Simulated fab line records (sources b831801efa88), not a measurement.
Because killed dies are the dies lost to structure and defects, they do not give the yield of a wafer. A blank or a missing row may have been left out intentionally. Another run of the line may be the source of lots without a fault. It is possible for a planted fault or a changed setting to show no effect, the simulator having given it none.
What tool caused it? || flow sky130 || 14 lots, 42 wafers sampled, at 2 steps of a route of 708

## WHAT THE GAUGES SHOWED, per wafer
Not one reading of a measure or inspect step in the record can be checked against a usual standard deviation.

## WHAT TOOL EACH LOT RAN ON (gives the tool, then ch and the chambers of the sampled wafers, and finally the start)
{"lot": "L388", "SKY_VT_ADJUST_HVTP_STRIP_10": "plasma_asher-04 ch 0,1, day 5 23:38", "SKY_PAD_OPEN_PROBE_99": "-"}
{"lot": "L389", "SKY_VT_ADJUST_HVTP_STRIP_10": "plasma_asher-02 ch 1, day 6 07:30", "SKY_PAD_OPEN_PROBE_99": "-"}
{"lot": "L391", "SKY_VT_ADJUST_HVTP_STRIP_10": "plasma_asher-03 ch 1, day 6 21:57", "SKY_PAD_OPEN_PROBE_99": "-"}
{"lot": "L392", "SKY_VT_ADJUST_HVTP_STRIP_10": "plasma_asher-03 ch 0,1, day 7 01:49", "SKY_PAD_OPEN_PROBE_99": "-"}
{"lot": "L393", "SKY_VT_ADJUST_HVTP_STRIP_10": "plasma_asher-04 ch 0,1, day 7 11:36", "SKY_PAD_OPEN_PROBE_99": "-"}
{"lot": "L394", "SKY_VT_ADJUST_HVTP_STRIP_10": "plasma_asher-04 ch 0,1, day 7 19:13", "SKY_PAD_OPEN_PROBE_99": "-"}
{"lot": "L395", "SKY_VT_ADJUST_HVTP_STRIP_10": "plasma_asher-02 ch 0,1, day 8 00:01", "SKY_PAD_OPEN_PROBE_99": "-"}
{"lot": "L396", "SKY_VT_ADJUST_HVTP_STRIP_10": "plasma_asher-03 ch 0, day 8 07:48", "SKY_PAD_OPEN_PROBE_99": "prober-01, day 47 22:54"}
{"lot": "L398", "SKY_VT_ADJUST_HVTP_STRIP_10": "plasma_asher-03 ch 0,1, day 8 14:51", "SKY_PAD_OPEN_PROBE_99": "-"}
{"lot": "L399", "SKY_VT_ADJUST_HVTP_STRIP_10": "plasma_asher-03 ch 0,1, day 8 22:57", "SKY_PAD_OPEN_PROBE_99": "-"}
{"lot": "L400", "SKY_VT_ADJUST_HVTP_STRIP_10": "plasma_asher-03 ch 0,1, day 9 06:20", "SKY_PAD_OPEN_PROBE_99": "prober-01, day 48 16:58"}
{"lot": "L405", "SKY_VT_ADJUST_HVTP_STRIP_10": "plasma_asher-03 ch 0,1, day 10 19:08", "SKY_PAD_OPEN_PROBE_99": "prober-02, day 49 20:49"}
{"lot": "L410", "SKY_VT_ADJUST_HVTP_STRIP_10": "plasma_asher-04 ch 0,1, day 11 21:23", "SKY_PAD_OPEN_PROBE_99": "-"}
{"lot": "L411", "SKY_VT_ADJUST_HVTP_STRIP_10": "plasma_asher-02 ch 0,1, day 12 05:56", "SKY_PAD_OPEN_PROBE_99": "-"}
- SKY_VT_ADJUST_HVTP_STRIP_10: strips in O2/N2.
- SKY_PAD_OPEN_PROBE_99

## AS READ BY THE TOOLS THEMSELVES (means over the sampled wafers that have a number; for cases with no such wafer, the mark the record gives instead)
SKY_VT_ADJUST_HVTP_STRIP_10. Usual: drypump_motor_current_A 5.9 A, standard deviation 0.48; oes_product_au 0.716 a.u., standard deviation 0.0045; strip_time_to_endpoint_s 14.20 s, standard deviation 0.035.
{"lot": "L388", "tool": "plasma_asher-04", "drypump_motor_current_A (A)": 6.2, "oes_product_au (a.u.)": 0.715, "strip_time_to_endpoint_s (s)": 14.20, "flag": ""}
{"lot": "L389", "tool": "plasma_asher-02", "drypump_motor_current_A (A)": 5.1, "oes_product_au (a.u.)": 0.715, "strip_time_to_endpoint_s (s)": 14.20, "flag": ""}
{"lot": "L391", "tool": "plasma_asher-03", "drypump_motor_current_A (A)": 5.9, "oes_product_au (a.u.)": 0.715, "strip_time_to_endpoint_s (s)": 14.21, "flag": ""}
{"lot": "L392", "tool": "plasma_asher-03", "drypump_motor_current_A (A)": 5.8, "oes_product_au (a.u.)": 0.718, "strip_time_to_endpoint_s (s)": 14.22, "flag": ""}
{"lot": "L393", "tool": "plasma_asher-04", "drypump_motor_current_A (A)": 6.1, "oes_product_au (a.u.)": 0.722, "strip_time_to_endpoint_s (s)": 14.20, "flag": ""}
{"lot": "L394", "tool": "plasma_asher-04", "drypump_motor_current_A (A)": 6.2, "oes_product_au (a.u.)": 0.712, "strip_time_to_endpoint_s (s)": 14.18, "flag": ""}
{"lot": "L395", "tool": "plasma_asher-02", "drypump_motor_current_A (A)": 5.5, "oes_product_au (a.u.)": 0.716, "strip_time_to_endpoint_s (s)": 14.18, "flag": ""}
{"lot": "L396", "tool": "plasma_asher-03", "drypump_motor_current_A (A)": 5.7, "oes_product_au (a.u.)": 0.719, "strip_time_to_endpoint_s (s)": 14.20, "flag": ""}
{"lot": "L398", "tool": "plasma_asher-03", "drypump_motor_current_A (A)": 5.8, "oes_product_au (a.u.)": 0.716, "strip_time_to_endpoint_s (s)": 14.22, "flag": ""}
{"lot": "L399", "tool": "plasma_asher-03", "drypump_motor_current_A (A)": 5.8, "oes_product_au (a.u.)": 0.714, "strip_time_to_endpoint_s (s)": 14.20, "flag": ""}
{"lot": "L400", "tool": "plasma_asher-03", "drypump_motor_current_A (A)": 5.8, "oes_product_au (a.u.)": 0.716, "strip_time_to_endpoint_s (s)": 14.25, "flag": ""}
{"lot": "L405", "tool": "plasma_asher-03", "drypump_motor_current_A (A)": 5.8, "oes_product_au (a.u.)": 0.717, "strip_time_to_endpoint_s (s)": 14.21, "flag": ""}
{"lot": "L410", "tool": "plasma_asher-04", "drypump_motor_current_A (A)": 6.3, "oes_product_au (a.u.)": 0.714, "strip_time_to_endpoint_s (s)": 14.17, "flag": ""}
{"lot": "L411", "tool": "plasma_asher-02", "drypump_motor_current_A (A)": 5.5, "oes_product_au (a.u.)": 0.714, "strip_time_to_endpoint_s (s)": 14.19, "flag": ""}

SKY_PAD_OPEN_PROBE_99. Usual: killed_at_M0_to_M3 43, standard deviation 6.7; killed_at_M4_up 3.2, standard deviation 1.8; killed_at_contacts 24, standard deviation 4.8; killed_at_front_end 16, standard deviation 4.2; killed_at_other 0.3, standard deviation 0.56; killed_dies 86, standard deviation 8.5; killed_open 47, standard deviation 6.7; killed_short 39, standard deviation 6.
{"lot": "L396", "tool": "prober-01", "killed_at_M0_to_M3": 46, "killed_at_M4_up": 4.7, "killed_at_contacts": 27, "killed_at_front_end": 12, "killed_at_other": 0.0, "killed_dies": 90, "killed_open": 52, "killed_short": 37, "flag": ""}
{"lot": "L400", "tool": "prober-01", "killed_at_M0_to_M3": 32, "killed_at_M4_up": 1.7, "killed_at_contacts": 26, "killed_at_front_end": 75, "killed_at_other": 0.0, "killed_dies": 135, "killed_open": 41, "killed_short": 34, "flag": "OFF"}
{"lot": "L405", "tool": "prober-02", "killed_at_M0_to_M3": 31, "killed_at_M4_up": 2.3, "killed_at_contacts": 23, "killed_at_front_end": 65, "killed_at_other": 1.0, "killed_dies": 122, "killed_open": 39, "killed_short": 34, "flag": "OFF"}

## THE ANSWER, worked out from the rows above alone
Rule: a lot counts as off when the mean over its wafers that have a number is more than 3 standard deviations away from the usual mean. Also off: a lot with no number at a reading for which 4 or more lots have one. Where the step has rows for the other lots, those lots are counted as sound. Order of review: gauges by route order, followed by the tools' own readings, for which a lot's mean as printed above is used. At the first step where some lot is off, the reading lying furthest off is the one used; lots without a number count as furthest.
Off at SKY_PAD_OPEN_PROBE_99 (killed_at_front_end): L400, L405. Neither off nor sound, because the step has no rows for them: L388, L389, L391, L392, L393, L394, L395, L398, L399, L410, L411.
If a tool, at that step or one of the process steps before it, ran each lot that is off and ran no sound lot following the first of them, it fits. One fits: SKY_VT_ADJUST_HVTP_STRIP_10 on plasma_asher-03. Its last sound lot is L396 (day 8 07:48), its first lot that is off L400 (day 9 06:20): a fault that began between those two fits.

## WHAT HAD BEEN PUT IN BY THE SIMULATOR
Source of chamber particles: plasma_asher-03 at SKY_VT_ADJUST_HVTP_STRIP_10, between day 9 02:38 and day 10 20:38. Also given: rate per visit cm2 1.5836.
Lots struck among those shown: L400, L405. Same finding as the rule above.
